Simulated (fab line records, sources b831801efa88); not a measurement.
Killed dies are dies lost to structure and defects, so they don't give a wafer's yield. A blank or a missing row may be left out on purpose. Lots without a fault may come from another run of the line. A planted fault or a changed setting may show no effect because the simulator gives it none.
Problem report in the 8D (eight disciplines) form, filled by code | flow sfq_line | the parts of the form that need people (team, actions taken, sign-off) are left out

1. THE PROBLEM
oes_product_au at SFQ_TRILAYER_M7_BARC_OPEN_METAL_ETCH_229 reads a mean of 0.746 a.u. on 6 wafers of 2 lots; wafers without a fault read 0.685 a.u. with a standard deviation of 0.0049. That is +12 standard deviations from the usual mean.
The step: etches BARC in O2, target depth 125 nm, time 41.7 s.
First seen on wafer L747.1, day 86 05:26, on rie_metal-01. The record holds 42 wafers of 14 lots with a number at this step. Rule for "out", or "out of limits": more than 4 standard deviations from the usual mean. The other wafers with a number count as sound.

2. WHAT IT IS AND WHAT IT IS NOT
question                    | is                         | is not
which readings at this step | oes_product_au             | -
which lots                  | L747, L748                 | L729, L730, L731, L733, L735, L736, L738, L746, L749, L750, L751, L752
which wafers of those lots  | all that have a number     | -
read on which tools         | rie_metal-01, rie_metal-02 | rie_metal-03
when                        | from day 86 05:26          | up to then (24 sound wafers); but 12 sound wafers of L749, L750, L751, L752 came after

3. SUSPECTS, AND WHAT RULES EACH OUT
Counting: a tool at a process step up to the reading stays a suspect if it ran every lot that is out and no sound lot after the first of them.
- litho_track-02 at SFQ_TRILAYER_M7_LITHO_COAT_182 (resist thk 62 nm): kept. It ran every lot that is out, first L747 (day 86 01:29), and no sound lot after that; its last sound lot up to then is L738 (day 79 13:43).
Left after counting: litho_track-02 at SFQ_TRILAYER_M7_LITHO_COAT_182.

4. THE CAUSE (what the simulator had put in)
Process parameter drift: litho_track-02, from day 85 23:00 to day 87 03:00, at SFQ_TRILAYER_M7_LITHO_COAT_182. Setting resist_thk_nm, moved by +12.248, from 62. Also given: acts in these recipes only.
Counting left only this tool.

5. THE CHAIN OF EFFECTS, in route order
Each row: a reading whose mean over the struck wafers that have a number lies more than 3 standard deviations from the usual. Only readings for which the record gives a usual standard deviation are gone through. hours: the time from each lot's start at the first step in this table that gives one to its start at this step, as a median over the lots. sigmas: the change in usual standard deviations.
hours | step                                     | reading        | usual      | on struck wafers | change | sigmas
0     | SFQ_TRILAYER_M7_BARC_OPEN_METAL_ETCH_229 | oes_product_au | 0.685 a.u. | 0.746            | +0.061 | +12
The process steps in it:
- SFQ_TRILAYER_M7_BARC_OPEN_METAL_ETCH_229: etches BARC in O2, target depth 125 nm, time 41.7 s.

6. WHAT WOULD HAVE CAUGHT IT SOONER
In this record the first reading out of limits was taken at day 86 05:26, 6 hours after the fault began at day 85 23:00.
All the lots that are out (2) had begun SFQ_TRILAYER_M7_LITHO_COAT_182 on litho_track-02 by day 86 05:26. A hold on the tool at that time would have spared none of them.
